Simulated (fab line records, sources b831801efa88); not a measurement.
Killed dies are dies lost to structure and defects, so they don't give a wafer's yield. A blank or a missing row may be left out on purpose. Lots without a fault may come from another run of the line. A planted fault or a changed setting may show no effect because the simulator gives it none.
Which tool did it? | flow sky130 | 14 lots, 42 wafers sampled, at 5 steps of a route of 708

WHAT THE GAUGES READ, wafer by wafer
SKY_DNWELL_TW_MEAS_09. Usual: DNWELL_TW 1115, standard deviation 12.
lot  | measured    | on            | DNWELL_TW      | flag
L578 | day 3 07:29 | film_metro-03 | 1115 1113 1123 |
L580 | day 3 17:52 | film_metro-02 | 1118 1116 1119 |
L588 | day 5 10:53 | film_metro-03 | 1119 1125 1122 |
L589 | day 5 17:25 | film_metro-04 | 1096 1094 1092 |
L590 | day 5 21:28 | film_metro-04 | 1108 1104 1104 |
L591 | day 6 07:37 | film_metro-03 | 1121 1123 1122 |
L593 | day 6 15:13 | film_metro-03 | 1119 1118 1122 |
L594 | day 6 17:23 | film_metro-03 | 1126 1126 1121 |
L595 | day 6 22:14 | film_metro-04 | 1101 1100 1103 |
L596 | day 7 02:59 | film_metro-04 | 1106 1099 1102 |
L598 | day 7 14:28 | film_metro-04 | 1103 1097 1100 |
L599 | day 7 19:59 | film_metro-04 | 1095 1100 1090 |
L600 | day 8 05:35 | film_metro-02 | 1117 1112 1116 |
L601 | day 8 09:38 | film_metro-04 | 1103 1108 1106 |

SKY_NWELL_TW_MEAS_15. Usual: NWELL_TW 1812, standard deviation 17.
lot  | measured     | on            | NWELL_TW       | flag
L578 | day 4 16:11  | film_metro-04 | 1795 1789 1792 |
L580 | day 5 03:28  | film_metro-04 | 1808 1809 1807 |
L588 | day 6 23:57  | film_metro-03 | 1837 1845 1850 |
L589 | day 7 08:16  | film_metro-04 | 1800 1803 1803 |
L590 | day 7 12:10  | film_metro-04 | 1799 1815 1808 |
L591 | day 7 22:33  | film_metro-02 | 1834 1821 1834 |
L593 | day 8 07:19  | film_metro-04 | 1790 1806 1791 |
L594 | day 8 10:19  | film_metro-04 | 1799 1793 1793 |
L595 | day 8 15:12  | film_metro-04 | 1801 1793 1798 |
L596 | day 8 19:55  | film_metro-02 | 1803 1811 1816 |
L598 | day 9 06:39  | film_metro-04 | 1784 1795 1797 |
L599 | day 9 13:08  | film_metro-03 | 1846 1840 1835 |
L600 | day 9 23:15  | film_metro-02 | 1822 1819 1822 |
L601 | day 10 02:37 | film_metro-03 | 1831 1826 1814 |

SKY_VT_ADJUST_NCORE_TW_MEAS_11. Usual: VT_ADJUST_NCORE_TW 218.4, standard deviation 1.8.
lot  | measured     | on            | VT_ADJUST_NCORE_TW | flag
L578 | day 8 15:58  | film_metro-01 | 219.9 219.7 220.1  |
L580 | day 9 04:14  | film_metro-04 | 214.8 216.1 215.6  |
L588 | day 11 10:47 | film_metro-02 | 30.2 30.1 30.1     | OFF
L589 | day 11 20:14 | film_metro-02 | 30.1 30.0 29.9     | OFF
L590 | day 11 23:25 | film_metro-04 | 216.1 215.1 215.4  |
L591 | day 12 12:23 | film_metro-04 | 215.1 216.1 216.0  |
L593 | day 12 23:29 | film_metro-02 | 220.1 219.7 219.5  |
L594 | day 13 03:07 | film_metro-04 | 216.1 218.1 217.5  |
L595 | day 13 10:58 | film_metro-02 | 220.3 219.3 219.8  |
L596 | day 13 15:26 | film_metro-01 | 218.7 220.2 218.0  |
L598 | day 14 06:25 | film_metro-02 | 219.4 220.0 219.1  |
L599 | day 14 16:13 | film_metro-04 | 217.0 218.4 217.9  |
L600 | day 15 02:07 | film_metro-04 | 216.4 217.7 215.9  |
L601 | day 15 07:29 | film_metro-01 | 220.4 220.6 219.8  |

WHICH TOOL RAN EACH LOT (tool, then ch and the chambers of the sampled wafers, then the start)
lot  | SKY_VT_ADJUST_HVTP_STRIP_10          | SKY_VT_ADJUST_NCORE_IMPLANT_09
L578 | plasma_asher-04 ch 0,1, day 6 04:47  | implanter-04 ch 0, day 8 15:44
L580 | plasma_asher-04 ch 0,1, day 6 16:22  | implanter-02 ch 0, day 9 04:00
L588 | plasma_asher-03 ch 0,1, day 8 16:55  | implanter-04, day 11 10:32
L589 | plasma_asher-04 ch 0,1, day 9 01:07  | implanter-03, day 11 20:00
L590 | plasma_asher-02 ch 0,1, day 9 04:50  | implanter-03 ch 0, day 11 23:11
L591 | plasma_asher-03 ch 0, day 9 15:13    | implanter-03 ch 0, day 12 12:08
L593 | plasma_asher-04 ch 0,1, day 10 00:55 | implanter-03 ch 0, day 12 23:14
L594 | plasma_asher-02 ch 1, day 10 03:56   | implanter-04 ch 0, day 13 02:52
L595 | plasma_asher-02 ch 0,1, day 10 10:08 | implanter-02 ch 0, day 13 10:44
L596 | plasma_asher-02 ch 0,1, day 10 14:34 | implanter-04 ch 0, day 13 15:11
L598 | plasma_asher-03 ch 0,1, day 11 03:47 | implanter-03 ch 0, day 14 06:10
L599 | plasma_asher-04 ch 0,1, day 11 11:43 | implanter-04 ch 0, day 14 15:58
L600 | plasma_asher-03 ch 0,1, day 11 21:19 | implanter-04 ch 0, day 15 01:53
L601 | plasma_asher-02 ch 0,1, day 12 00:59 | implanter-04 ch 0, day 15 07:15
- SKY_VT_ADJUST_HVTP_STRIP_10: strips in O2/N2.
- SKY_VT_ADJUST_NCORE_IMPLANT_09

WHAT THE TOOLS THEMSELVES READ (means of the sampled wafers that have a number; where no wafer has one, the mark that the record gives instead)
SKY_VT_ADJUST_HVTP_STRIP_10. Usual: drypump_motor_current_A 5.8 A, standard deviation 0.46; oes_product_au 0.715 a.u., standard deviation 0.004; strip_time_to_endpoint_s 14.17 s, standard deviation 0.037.
lot  | tool            | drypump_motor_current_A (A) | oes_product_au (a.u.) | strip_time_to_endpoint_s (s) | flag
L578 | plasma_asher-04 | 5.9                         | 0.714                 | 14.16                        |
L580 | plasma_asher-04 | 5.9                         | 0.712                 | 14.13                        |
L588 | plasma_asher-03 | 5.9                         | 0.715                 | 14.22                        |
L589 | plasma_asher-04 | 5.8                         | 0.716                 | 14.18                        |
L590 | plasma_asher-02 | 6.0                         | 0.716                 | 14.20                        |
L591 | plasma_asher-03 | 5.2                         | 0.716                 | 14.16                        |
L593 | plasma_asher-04 | 5.8                         | 0.713                 | 14.16                        |
L594 | plasma_asher-02 | 6.4                         | 0.716                 | 14.14                        |
L595 | plasma_asher-02 | 5.5                         | 0.718                 | 14.15                        |
L596 | plasma_asher-02 | 5.6                         | 0.713                 | 14.17                        |
L598 | plasma_asher-03 | 5.9                         | 0.716                 | 14.18                        |
L599 | plasma_asher-04 | 5.8                         | 0.716                 | 14.20                        |
L600 | plasma_asher-03 | 5.9                         | 0.713                 | 14.22                        |
L601 | plasma_asher-02 | 6.0                         | 0.714                 | 14.17                        |

SKY_VT_ADJUST_NCORE_IMPLANT_09. Usual: beam_energy_keV 10.001, standard deviation 0.0028; beam_on_s 10.01 s, standard deviation 0.19; dose_ions_cm2 2.3999e+12, standard deviation 2.5e+09; faraday_current_uA 13.53, standard deviation 0.26.
lot  | tool         | beam_energy_keV | beam_on_s (s) | dose_ions_cm2 | faraday_current_uA | flag
L578 | implanter-04 | 9.999           | 9.75          | 2.4001e+12    | 13.88              |
L580 | implanter-02 | 10.000          | 9.98          | 2.4006e+12    | 13.57              |
L588 | implanter-04 | -               | -             | -             | -                  | OFF
L589 | implanter-03 | -               | -             | -             | -                  | OFF
L590 | implanter-03 | 10.002          | 9.97          | 2.3963e+12    | 13.60              |
L591 | implanter-03 | 9.999           | 10.20         | 2.3993e+12    | 13.26              |
L593 | implanter-03 | 10.001          | 10.09         | 2.4003e+12    | 13.42              |
L594 | implanter-04 | 9.998           | 10.09         | 2.4028e+12    | 13.40              |
L595 | implanter-02 | 10.003          | 10.01         | 2.3992e+12    | 13.51              |
L596 | implanter-04 | 10.001          | 9.94          | 2.3998e+12    | 13.61              |
L598 | implanter-03 | 10.003          | 10.10         | 2.3994e+12    | 13.41              |
L599 | implanter-04 | 10.002          | 10.11         | 2.4026e+12    | 13.37              |
L600 | implanter-04 | 10.003          | 10.04         | 2.4005e+12    | 13.50              |
L601 | implanter-04 | 9.999           | 9.87          | 2.4000e+12    | 13.71              |

THE ANSWER, worked out from the rows above alone
Rule: a lot is off if the mean of its wafers that have a number lies more than 3 standard deviations from the usual mean. A lot without any number at a reading at which 4 lots or more have one is off too. The other lots that the step has rows for count as sound. The gauges are gone through in route order, then the tools' own readings, and for those a lot's mean is taken as printed above. The first step at which some lot is off is used, and at that step the reading that is off furthest; a lot without a number counts as furthest.
Off: L588, L589, at SKY_VT_ADJUST_NCORE_TW_MEAS_11 (VT_ADJUST_NCORE_TW).
A tool fits if, at a process step before that reading, it ran every lot that is off, and no sound lot after the first of them. The gauges at SKY_VT_ADJUST_NCORE_TW_MEAS_11 aren't tried: what is off there is off at SKY_VT_ADJUST_NCORE_IMPLANT_09 too, on other tools, and a gauge's error can't cause that. None of those tried fits.

WHAT THE SIMULATOR HAD PUT IN
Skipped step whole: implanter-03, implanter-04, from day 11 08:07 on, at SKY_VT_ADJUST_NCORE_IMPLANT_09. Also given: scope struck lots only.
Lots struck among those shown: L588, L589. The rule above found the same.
